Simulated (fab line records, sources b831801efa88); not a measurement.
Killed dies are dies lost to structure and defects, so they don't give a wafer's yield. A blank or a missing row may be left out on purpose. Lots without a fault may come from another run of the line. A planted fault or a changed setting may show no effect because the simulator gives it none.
A struck lot beside a sound one | flow sky130 | 35 steps out of a route of 708
Sound: wafers L129.1, L129.3, L129.5. Struck: wafer L131.4. (L131.2, L131.6 of the same lot were not struck and are left out.) The cause comes at the end.
At each step with rows: each side's tool, then ch and its chambers, then its first start. Under that, the readings that differ: sound wafers | struck wafers | difference of the means | sigmas: that difference in standard deviations of wafers without a fault.
alike: readings whose means differ by less than 2 such deviations, and words and numbers that are the same on both sides. not compared: withheld readings, readings that some wafer has no value for, bounds like >300 that may hide the same value, and numbers for which the record gives no deviation and whose values overlap.
The two part at a step that has a row with sigmas, a row that says differs or no value, or rows on one side only. Numbers that don't overlap but have no deviation are shown without sigmas and don't part them. A reading that every wafer of one side lacks parts them only if that side has two wafers or more.

first, 5 steps without rows for these wafers: SKY_METAL5_SOFTBAKE_10 (time 60 s); SKY_METAL5_EXPOSE_11 (exposes mask MM5, target cd 1600 nm); SKY_METAL5_PEB_12; SKY_METAL5_DEVELOP_13 (develop time 60 s); SKY_METAL5_DESCUM_14 (chemistry O2, time 11 s).
SKY_METAL5_METAL_ETCH_15: etches the open film in Cl2/BCl3, stops on SiO2, target depth 1260 nm, time 252 s.
  sound on rie_metal-01 ch 0,1, day 44 05:56; struck on rie_metal-04 ch 0, day 44 13:01
  alike: drypump_motor_current_A, oes_product_au, throttle_valve_pct
  not compared: rf_hours_counter_h
SKY_METAL5_STRIP_16: strips in O2/N2.
  sound on plasma_asher-01 ch 0, day 44 06:10; struck on plasma_asher-01 ch 1, day 44 13:15
  reading                     | sound       | struck | difference | sigmas
  drypump_motor_current_A (A) | 5.0 5.0 5.0 | 5.9    | +0.9       | +3
  alike: o2_flow_sccm, oes_product_au, strip_time_to_endpoint_s
  not compared: rf_hours_counter_h
then, 3 steps without rows for these wafers: SKY_METAL5_STRIP_17 (strips in post etch residue remover, time 1200 s); SKY_METAL5_CLEAN_18 (cleans in IPA, time 180 s); SKY_METAL5_CLEAN_19 (cleans in O3/DIW).
SKY_PASSIVATION_CVD_00: deposits SiO2, target thk 90 nm.
  sound on pecvd-02 ch 0,2, day 44 06:48; struck on pecvd-02 ch 1, day 44 13:50
  alike: heater_power_w
SKY_PASSIVATION_THK_MEAS_01:
  sound on film_metro-03, day 44 06:49; struck on film_metro-03, day 44 13:52
  alike: PASSIVATION_CVD_00_THK
SKY_PASSIVATION_CVD_02: deposits Si3N4, target thk 540 nm.
  sound on pecvd-03 ch 0,1, day 44 06:53; struck on pecvd-03 ch 0, day 44 13:55
  reading                                       | sound           | struck | difference | sigmas
  model.Si3N4_of_PASSIVATION_CVD_02.thk_nm (nm) | 536.6 532 541.9 | 688.2  | +151.4     |
  alike: heater_power_w
SKY_PASSIVATION_THK_MEAS_03:
  sound on film_metro-02, day 44 07:06; struck on film_metro-04, day 44 14:10
  reading                     | sound       | struck | difference | sigmas
  PASSIVATION_CVD_02_THK (nm) | 536 532 542 | 689    | +152       | +25
then, 7 steps without rows for these wafers: SKY_PASSIVATION_DEHYDRATE_04 (time 60 s); SKY_PASSIVATION_HMDS_05 (prime time 60 s); SKY_PASSIVATION_COAT_06 (resist thk 3000 nm); SKY_PASSIVATION_SOFTBAKE_07; SKY_PASSIVATION_EXPOSE_08 (exposes mask NSM, target cd 3000 nm); SKY_PASSIVATION_PEB_09; SKY_PASSIVATION_DEVELOP_10 (develop time 60 s).
SKY_PASSIVATION_ETCH_11: etches the open film in CF4/O2, stops on AlCu, target depth 725 nm, time 161.1 s.
  sound on rie_diel-01 ch 0,1, day 45 05:17; struck on rie_diel-01 ch 1, day 45 12:17
  reading                                 | sound             | struck | difference | sigmas
  model.etch.depth_nm (nm)                | 701.4 696.7 707.6 | 688.2  | -13.7      |
  model.PASSIVATION.feature_depth_nm (nm) | 701.4 696.7 707.6 | 688.2  | -13.7      |
  alike: drypump_motor_current_A, oes_product_au, throttle_valve_pct
  not compared: rf_hours_counter_h
SKY_PASSIVATION_STRIP_12: strips in O2/N2.
  sound on plasma_asher-01 ch 1, day 45 05:23; struck on plasma_asher-02 ch 0, day 45 12:23
  reading               | sound             | struck | difference | sigmas
  oes_product_au (a.u.) | 0.662 0.665 0.669 | 0.654  | -0.011     | -3
  alike: drypump_motor_current_A, o2_flow_sccm, strip_time_to_endpoint_s
  not compared: rf_hours_counter_h
then, 7 steps without rows for these wafers: SKY_PAD_OPEN_DEHYDRATE_00 (time 60 s); SKY_PAD_OPEN_HMDS_01 (prime time 60 s); SKY_PAD_OPEN_COAT_02 (resist thk 3000 nm); SKY_PAD_OPEN_SOFTBAKE_03; SKY_PAD_OPEN_EXPOSE_04 (exposes mask PDM, target cd 60000 nm); SKY_PAD_OPEN_PEB_05; SKY_PAD_OPEN_DEVELOP_06 (develop time 60 s).
SKY_PAD_OPEN_ETCH_07: etches the open film in CF4/O2, stops on AlCu, target depth 725 nm, time 161.1 s.
  sound on rie_diel-03 ch 2,3, day 46 02:20; struck on rie_diel-03 ch 0, day 46 09:14
  reading                              | sound             | struck | difference | sigmas
  model.etch.depth_nm (nm)             | 701.4 696.7 707.6 | 688.2  | -13.7      |
  model.PAD_OPEN.feature_depth_nm (nm) | 701.4 696.7 707.6 | 688.2  | -13.7      |
  alike: drypump_motor_current_A, oes_product_au, throttle_valve_pct
  not compared: rf_hours_counter_h
SKY_PAD_OPEN_STRIP_08: strips in O2/N2.
  sound on plasma_asher-02 ch 0,1, day 46 02:26; struck on plasma_asher-02 ch 1, day 46 09:20
  reading                      | sound             | struck | difference | sigmas
  strip_time_to_endpoint_s (s) | 37.06 37.37 37.18 | 36.91  | -0.29      | -3
  alike: drypump_motor_current_A, o2_flow_sccm, oes_product_au
  not compared: rf_hours_counter_h
SKY_PAD_OPEN_STRIP_09: strips in post etch residue remover, time 1200 s.
  sound on wet_bench-02 ch 2, day 46 02:32; struck on wet_bench-01 ch 3, day 46 09:26
  reading                                       | sound             | struck | difference | sigmas
  model.Si3N4_of_PASSIVATION_CVD_02.thk_nm (nm) | 536.2 531.6 541.5 | 687.9  | +151.5     |
then, 1 step without rows for these wafers: SKY_PAD_OPEN_CLEAN_10 (cleans in IPA, time 180 s).
SKY_PAD_OPEN_PROBE_99:
  sound on prober-01, day 46 05:00; struck on prober-01, day 46 11:42
  reading      | sound    | struck | difference | sigmas
  killed_short | 33 36 40 | 50     | +14        | +2
  alike: defect_limited_yield, killed_at_M0_to_M3, killed_at_M4_up, killed_at_contacts, killed_at_front_end, killed_at_other, killed_dies, killed_open, sort_bin_3_pad_short, sort_bin_5_function, sort_bin_6_memory, sort_n_pass, sort_yield_pct

WHERE THEY PART
First at SKY_METAL5_STRIP_16; last, within this record, at SKY_PAD_OPEN_PROBE_99.

WHY: what the simulator had put in
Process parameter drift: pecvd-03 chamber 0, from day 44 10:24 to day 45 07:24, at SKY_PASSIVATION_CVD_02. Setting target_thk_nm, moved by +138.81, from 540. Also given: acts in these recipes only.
